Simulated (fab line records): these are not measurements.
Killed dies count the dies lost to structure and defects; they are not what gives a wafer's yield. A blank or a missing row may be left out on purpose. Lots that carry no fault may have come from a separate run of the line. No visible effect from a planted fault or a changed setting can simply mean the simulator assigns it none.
Which tool was responsible? + flow sfqLine + 15 lots, 45 wafers sampled, at 4 steps of a route of 325

WHAT THE GAUGES SHOWED, per wafer
SFQ_I2_OVL_MEAS_918.
| lot  | measured     | on         | I2_OVL (nm) |
|------|--------------|------------|-------------|
| L928 | day 29 06:58 | overlay-01 | -7 -7 -7    |
| L930 | day 31 18:16 | overlay-02 | -10 -2 -4   |
| L931 | day 32 06:16 | overlay-01 | -15 -13 -4  |
| L933 | day 38 15:31 | overlay-01 | -4 -9 -8    |
| L934 | day 39 04:43 | overlay-01 | 3 3 2       |
| L935 | day 39 15:02 | overlay-02 | 6 2 3       |
| L936 | day 40 03:03 | overlay-01 | 4 5 4       |
| L937 | day 40 07:50 | overlay-02 | -3 -7 -5    |
| L938 | day 40 13:51 | overlay-02 | -2 -4 6     |
| L939 | day 41 01:50 | overlay-01 | 0 5 -1      |
| L940 | day 41 11:22 | overlay-01 | -5 -3 -13   |
| L942 | day 42 08:59 | overlay-02 | -14 -10 -8  |
| L949 | day 46 11:23 | overlay-01 | 6 3 4       |
| L950 | day 46 13:47 | overlay-02 | -12 -17 -15 |
| L951 | day 46 14:58 | overlay-01 | -13 -16 -15 |

SFQ_M4_OVL_MEAS_926.
| lot  | measured     | on         | M4_OVL (nm) |
|------|--------------|------------|-------------|
| L928 | day 47 15:02 | overlay-01 | -6 -3 -5    |
| L930 | day 49 05:54 | overlay-02 | 4 -10 4     |
| L931 | day 49 09:02 | overlay-02 | -3 -11 -11  |
| L933 | day 51 10:17 | overlay-01 | -5 -8 -4    |
| L934 | day 51 17:29 | overlay-02 | -3 -2 0     |
| L935 | day 52 04:17 | overlay-01 | 8 9 10      |
| L936 | day 52 15:05 | overlay-01 | -5 -3 -3    |
| L937 | day 52 18:41 | overlay-02 | -6 0 -3     |
| L938 | day 53 02:09 | overlay-02 | -11 -6 -2   |
| L939 | day 53 09:20 | overlay-01 | -15 -12 -16 |
| L940 | day 53 17:17 | overlay-01 | -2 -4 -4    |
| L942 | day 54 05:19 | overlay-01 | -10 -18 -19 |
| L949 | day 57 16:07 | overlay-01 | 6 3 -2      |
| L950 | day 57 17:18 | overlay-01 | -9 -7 -6    |
| L951 | day 57 19:41 | overlay-01 | -7 -12 -17  |

WHICH TOOL RAN EACH LOT (tool, then ch and the chambers of the sampled wafers, then the start)
| lot  | SFQ_TRILAYER_I2_VIA_ETCH_VIA_ETCH_070 | SFQ_TRILAYER_I3_VIA_BARC_OPEN_VIA_ETCH_121 |
|------|---------------------------------------|--------------------------------------------|
| L928 | rieDiel-01 ch 2,3, day 29 07:04       | rieDiel-03 ch 1,3, day 41 21:01            |
| L930 | rieDiel-02 ch 0,1, day 31 18:20       | rieDiel-04 ch 0,1,3, day 43 01:49          |
| L931 | rieDiel-01 ch 0,2,3, day 32 06:20     | rieDiel-03 ch 1,2, day 43 05:25            |
| L933 | rieDiel-03 ch 1,2,3, day 38 15:35     | rieDiel-03 ch 0,1,3, day 45 12:37          |
| L934 | rieDiel-01 ch 0,3, day 39 04:47       | rieDiel-03 ch 0,1,2, day 45 19:49          |
| L935 | rieDiel-02 ch 0,1,2, day 39 15:07     | rieDiel-03 ch 1,2,3, day 46 10:13          |
| L936 | rieDiel-03 ch 0,1,2, day 40 03:07     | rieDiel-01 ch 0,1, day 46 21:04            |
| L937 | rieDiel-01 ch 0,3, day 40 07:55       | rieDiel-03 ch 0,1,3, day 47 00:40          |
| L938 | rieDiel-01 ch 1,2,3, day 40 13:55     | rieDiel-03 ch 1,2, day 47 05:28            |
| L939 | rieDiel-01 ch 0,1,2, day 41 01:55     | rieDiel-03 ch 0,1, day 47 16:16            |
| L940 | rieDiel-01 ch 1,2, day 41 11:27       | rieDiel-03 ch 0,1, day 48 04:16            |
| L942 | rieDiel-03 ch 1,2,3, day 42 09:03     | rieDiel-03 ch 1,2, day 48 18:40            |
| L949 | rieDiel-02 ch 0,2, day 46 11:27       | rieDiel-03 ch 1,2,3, day 53 09:01          |
| L950 | rieDiel-01 ch 0,2,3, day 46 13:51     | rieDiel-04 ch 2,3, day 53 10:13            |
| L951 | rieDiel-03 ch 0,2,3, day 46 15:03     | rieDiel-01 ch 0,1,2, day 53 12:37          |
- SFQ_TRILAYER_I2_VIA_ETCH_VIA_ETCH_070: etches SiO2 in CHF3, stops on Nb, target depth 260 nm.
- SFQ_TRILAYER_I3_VIA_BARC_OPEN_VIA_ETCH_121: etches BARC in O2, target depth 125 nm, time 41.7 s.

AS READ BY THE TOOLS THEMSELVES (means over the sampled wafers that have a number; for cases with no such wafer, the mark the record gives instead)
SFQ_TRILAYER_I2_VIA_ETCH_VIA_ETCH_070.
| lot  | tool       | drypumpMotorCurrentA (A) | oesProductAu (a.u.) |
|------|------------|--------------------------|---------------------|
| L928 | rieDiel-01 | 6.0                      | 0.853               |
| L930 | rieDiel-02 | 5.5                      | 0.850               |
| L931 | rieDiel-01 | 6.0                      | 0.851               |
| L933 | rieDiel-03 | 5.9                      | 0.858               |
| L934 | rieDiel-01 | 5.9                      | 0.857               |
| L935 | rieDiel-02 | 5.3                      | 0.853               |
| L936 | rieDiel-03 | 5.9                      | 0.854               |
| L937 | rieDiel-01 | 6.0                      | 0.850               |
| L938 | rieDiel-01 | 5.8                      | 0.860               |
| L939 | rieDiel-01 | 5.8                      | 0.861               |
| L940 | rieDiel-01 | 5.6                      | 0.847               |
| L942 | rieDiel-03 | 5.9                      | 0.856               |
| L949 | rieDiel-02 | 5.3                      | 0.852               |
| L950 | rieDiel-01 | 6.0                      | 0.854               |
| L951 | rieDiel-03 | 5.4                      | 0.857               |

SFQ_TRILAYER_I3_VIA_BARC_OPEN_VIA_ETCH_121.
| lot  | tool       | drypumpMotorCurrentA (A) | oesProductAu (a.u.) | runLengthS (s) |
|------|------------|--------------------------|---------------------|----------------|
| L928 | rieDiel-03 | 6.3                      | 0.681               | 70.0           |
| L930 | rieDiel-04 | 5.6                      | 0.687               | 70.0           |
| L931 | rieDiel-03 | 6.0                      | 0.685               | 70.1           |
| L933 | rieDiel-03 | 5.8                      | 0.686               | 69.9           |
| L934 | rieDiel-03 | 5.9                      | 0.690               | 70.5           |
| L935 | rieDiel-03 | 5.9                      | 0.685               | 70.0           |
| L936 | rieDiel-01 | 5.8                      | 0.685               | 69.9           |
| L937 | rieDiel-03 | 5.8                      | 0.691               | 70.2           |
| L938 | rieDiel-03 | 6.1                      | 0.683               | 70.4           |
| L939 | rieDiel-03 | 5.8                      | 0.676               | 72.4           |
| L940 | rieDiel-03 | 5.8                      | 0.663               | 74.3           |
| L942 | rieDiel-03 | 6.0                      | 0.673               | 72.1           |
| L949 | rieDiel-03 | 5.9                      | 0.687               | 70.1           |
| L950 | rieDiel-04 | 5.9                      | 0.687               | 70.2           |
| L951 | rieDiel-01 | 5.8                      | 0.687               | 69.9           |

THE ANSWER, worked out from the rows above alone
Rule: the usual values come from the lots themselves. Put in order of their means at a reading, lots are off if they are a third of the lots or fewer, leave a main group of 4 or more, and stand apart from it by a gap of 3 or more times the standard deviation of the main group's means; of several such gaps the widest counts. If all means in a main group match to the digits the tables above print for the reading, that group is not used. Also off: a lot with no number at a reading for which 4 or more lots have one. The other lots that the step has rows for count as sound. After the gauges, taken in route order, come the tools' own readings; for these a lot's mean is taken, as printed above. The first step at which some lot is off is used, and at that step the reading that is off furthest; a lot without a number counts as furthest.
Off at SFQ_TRILAYER_I3_VIA_BARC_OPEN_VIA_ETCH_121 (runLengthS): L939, L940, L942. For the main group the mean is 70.1 s and the standard deviation 0.19.
A tool fits if, at that step or a process step before it, it ran every lot that is off, and no sound lot after the first of them. Of those tried, none fits.

WHAT HAD BEEN PUT IN BY THE SIMULATOR
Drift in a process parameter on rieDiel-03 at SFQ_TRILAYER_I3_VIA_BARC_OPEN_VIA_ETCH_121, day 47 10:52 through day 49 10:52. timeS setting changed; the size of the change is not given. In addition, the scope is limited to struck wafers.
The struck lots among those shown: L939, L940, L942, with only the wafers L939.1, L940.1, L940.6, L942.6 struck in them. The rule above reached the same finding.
